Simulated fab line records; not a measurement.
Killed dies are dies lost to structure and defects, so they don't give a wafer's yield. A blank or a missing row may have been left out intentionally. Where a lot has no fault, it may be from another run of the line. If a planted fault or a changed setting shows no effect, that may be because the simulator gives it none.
Which of the tools did it? / flow sky130 / 21 wafers sampled from 7 lots at 1 step of a route of 708

== WHAT EACH GAUGE READ, for each wafer ==
SKY_CAP2M_OVL_MEAS_12.
lot=L668; measured=day 40 23:12; on=overlay-02; CAP2M_OVL (nm)=-2.5 -4.0 -2.7
lot=L671; measured=day 42 07:24; on=overlay-01; CAP2M_OVL (nm)=-1.4 -2.7 -1.5
lot=L675; measured=day 43 00:27; on=overlay-01; CAP2M_OVL (nm)=-3.3 -2.6 -3.9
lot=L680; measured=day 44 06:29; on=overlay-02; CAP2M_OVL (nm)=0.5 0.1 0.5
lot=L685; measured=day 46 01:16; on=overlay-02; CAP2M_OVL (nm)=0.1 0.0 0.7
lot=L686; measured=day 46 09:59; on=overlay-02; CAP2M_OVL (nm)=-1.4 -1.7 -2.4
lot=L690; measured=day 46 23:27; on=overlay-02; CAP2M_OVL (nm)=0.1 -0.6 -1.0

== TOOL THAT RAN EACH LOT (tool first, then ch and the chambers of the sampled wafers, then the start) ==
Record: no process step prior to these readings.

== THE ANSWER, worked out from the rows above alone ==
Rule: what is usual is taken from the lots themselves. Put in order of their means at a reading, lots are off if they are a third of the lots or fewer, leave a main group of 4 or more, and stand apart from it by a gap of 3 or more times the standard deviation of the main group's means; of several such gaps the widest counts. A main group whose means are all the same, to the digits that the tables above print for the reading, isn't used. A lot without any number at a reading at which 4 lots or more have one is off too. All remaining lots with rows at the step are treated as sound.
Across all readings shown, no lot is off: no conclusion can be drawn from this.

== WHAT THE SIMULATOR HAD INSERTED ==
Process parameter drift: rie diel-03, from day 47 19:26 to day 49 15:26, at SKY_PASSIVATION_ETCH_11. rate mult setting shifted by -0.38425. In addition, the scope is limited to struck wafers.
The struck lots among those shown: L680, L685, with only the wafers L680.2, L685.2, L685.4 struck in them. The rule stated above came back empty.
